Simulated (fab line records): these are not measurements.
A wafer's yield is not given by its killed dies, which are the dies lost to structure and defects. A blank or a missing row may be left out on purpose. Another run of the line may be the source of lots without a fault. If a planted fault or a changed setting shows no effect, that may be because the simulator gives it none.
Which tool was responsible?	flow gf180mcu	Sampling: 13 lots, 39 wafers, 4 of 602 route steps

## WHAT THE GAUGES SHOWED, per wafer
GF_V1_BOW_MEAS_05.
lot	measured	on	V1_BOW (um)
L106	day 17 04:47	film_metro-01	90 72 86
L107	day 17 12:23	film_metro-02	89 87 82
L109	day 18 03:16	film_metro-02	82 84 87
L110	day 18 21:40	film_metro-01	81 84 88
L111	day 18 21:57	film_metro-01	86 80 95
L113	day 19 20:17	film_metro-03	91 80 85
L115	day 20 12:29	film_metro-02	93 93 84
L120	day 22 07:33	film_metro-03	70 78 93
L121	day 23 06:28	film_metro-02	79 93 77
L123	day 23 22:47	film_metro-01	93 82 88
L127	day 25 00:36	film_metro-03	77 83 69
L128	day 25 02:53	film_metro-03	68 70 68
L129	day 25 15:07	film_metro-02	81 78 83

GF_V1_CD_MEAS_14: the cd target is 260 nm.
lot	measured	on	cd_nm (nm)
L106	day 18 03:11	cd_sem-01	262.2 262.7 262.6
L107	day 18 11:16	cd_sem-02	260.1 260.0 260.9
L109	day 19 03:02	cd_sem-01	261.1 260.2 262.0
L110	day 19 22:13	cd_sem-01	259.9 259.5 260.0
L111	day 19 22:23	cd_sem-02	261.0 261.0 262.1
L113	day 20 20:40	cd_sem-01	258.6 258.2 259.3
L115	day 21 11:59	cd_sem-01	261.3 259.7 261.0
L120	day 23 06:23	cd_sem-02	259.4 259.7 260.0
L121	day 24 05:18	cd_sem-01	261.1 261.6 261.5
L123	day 24 21:40	cd_sem-02	258.8 258.7 260.1
L127	day 25 21:46	cd_sem-01	261.9 262.0 262.2
L128	day 26 00:37	cd_sem-01	260.0 259.5 259.7
L129	day 26 12:26	cd_sem-02	259.3 259.9 260.0

GF_V2_CD_MEAS_14: the cd target is 260 nm.
lot	measured	on	cd_nm (nm)
L106	day 20 06:53	cd_sem-01	259.7 259.8 258.4
L107	day 20 14:50	cd_sem-01	259.1 257.7 258.4
L109	day 21 05:59	cd_sem-02	260.1 259.9 260.6
L110	day 22 01:15	cd_sem-01	257.6 255.8 256.3
L111	day 22 01:54	cd_sem-01	259.9 261.2 260.0
L113	day 22 23:30	cd_sem-01	259.8 258.9 259.6
L115	day 23 13:11	cd_sem-01	260.3 259.2 260.3
L120	day 25 06:14	cd_sem-02	257.4 258.1 273.9
L121	day 26 02:52	cd_sem-02	258.6 258.6 273.5
L123	day 26 18:54	cd_sem-02	258.2 259.0 259.1
L127	day 27 17:26	cd_sem-01	258.4 257.7 258.5
L128	day 27 21:14	cd_sem-02	259.4 258.4 259.4
L129	day 28 07:16	cd_sem-01	260.0 259.8 259.4

## EACH LOT AND THE TOOL THAT RAN IT (in order: tool; ch and the chambers of the sampled wafers; start)
lot	GF_V2_EXPOSE_11
L106	krf_scanner-01 ch 0, day 19 18:59
L107	krf_scanner-02 ch 0, day 20 02:43
L109	krf_scanner-02 ch 0, day 20 18:46
L110	krf_scanner-01 ch 0, day 21 13:29
L111	krf_scanner-02 ch 0, day 21 13:59
L113	krf_scanner-01 ch 0, day 22 11:52
L115	krf_scanner-01 ch 0, day 23 02:20
L120	krf_scanner-01 ch 0, day 24 19:18
L121	krf_scanner-01 ch 0, day 25 16:37
L123	krf_scanner-02 ch 0, day 26 08:32
L127	krf_scanner-02 ch 0, day 27 07:14
L128	krf_scanner-02 ch 0, day 27 11:35
L129	krf_scanner-02 ch 0, day 27 21:40
- GF_V2_EXPOSE_11: exposes mask Via2, target cd 260 nm.

## AS READ BY THE TOOLS THEMSELVES (means over the sampled wafers that have a number; for cases with no such wafer, the mark the record gives instead)
The record holds no such reading with a usual standard deviation.

## THE ANSWER, worked out from the rows above alone
Rule: what is usual is taken from the lots themselves. Put in order of their means at a reading, lots are off if they are a third of the lots or fewer, leave a main group of 4 or more, and stand apart from it by a gap of 3 or more times the standard deviation of the main group's means; of several such gaps the widest counts. If all means in a main group match to the digits the tables above print for the reading, that group is not used. A lot without any number at a reading at which 4 lots or more have one is off too. Where the step has rows for the other lots, those lots are counted as sound. The gauges are gone through in route order, then the tools' own readings, and for those a lot's mean is taken as printed above. At the first step where some lot is off, the reading lying furthest off is the one used; lots without a number count as furthest.
Nothing can be told from this: no lot is off at any reading shown.

## WHAT WAS PUT IN BY THE SIMULATOR
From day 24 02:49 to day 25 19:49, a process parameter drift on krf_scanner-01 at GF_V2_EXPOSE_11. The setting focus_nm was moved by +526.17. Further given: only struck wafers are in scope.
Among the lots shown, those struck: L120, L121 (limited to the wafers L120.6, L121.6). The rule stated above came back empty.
